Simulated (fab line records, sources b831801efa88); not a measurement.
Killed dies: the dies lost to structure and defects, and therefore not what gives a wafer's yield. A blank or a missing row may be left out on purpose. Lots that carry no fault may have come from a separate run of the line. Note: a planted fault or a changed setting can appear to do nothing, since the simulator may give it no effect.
Chamber matching | flow sky130 | 4 sister chambers for SKY_FIELD_ISO_ETCH_17 on rie-si-02
The step etches Si in HBr/Cl2/O2, target depth 342 nm, time 97.7 s. 4 wafers are shown with their chamber, then 12 later ones without.

== WAFERS PAIRED WITH THEIR CHAMBERS ==
wafer  | chamber | throttle-valve-pct (%)
L079.1 | 3       | 25.649
L088.4 | 0       | 25.663
L089.4 | 2       | 25.645
L089.5 | 1       | 25.664

== WAFERS WITH NO CHAMBER GIVEN ==
wafer  | throttle-valve-pct (%)
L090.1 | 25.663
L090.3 | 25.647
L090.4 | 25.657
L094.1 | 25.665
L094.3 | 25.667
L094.5 | 25.643
L096.1 | 25.670
L096.2 | 25.650
L096.4 | 25.663
L097.1 | 25.649
L097.3 | 25.664
L097.4 | 25.677

== THE CHAMBER EACH PASSED THROUGH ==
wafer  | from the rows above               | in truth
L090.1 | can't be placed: 0 or 1           | 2
L090.3 | can't be placed: 2 or 3           | 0
L090.4 | can't be placed: 0 or 1 or 3 or 2 | 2
L094.1 | can't be placed: 1 or 0           | 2
L094.3 | can't be placed: 1 or 0           | 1
L094.5 | can't be placed: 2 or 3           | 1
L096.1 | can't be placed: 1 or 0           | 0
L096.2 | can't be placed: 3 or 2           | 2
L096.4 | can't be placed: 0 or 1           | 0
L097.1 | can't be placed: 3 or 2           | 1
L097.3 | can't be placed: 1 or 0           | 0
L097.4 | can't be placed: 1 or 0           | 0
Correct placement for 0 of the 12. Can't be placed from these rows: 12 (the true chamber is among the candidates in 7). Number placed wrongly: 0.
How it was worked out, from the rows above alone: a wafer's distance from a chamber is the root of the sum, over the readings, of the square of ((its reading less the chamber's mean) divided by the reading's scatter). If the next closest chamber is less than 2 further off than the closest, the wafer can't be placed; otherwise it belongs to the closest. The mean given for a chamber averages the wafers shown for that chamber. The scatter (one wafer shown for each chamber): square how far every hidden wafer sits from the nearest shown wafer, average those squares and take the square root.
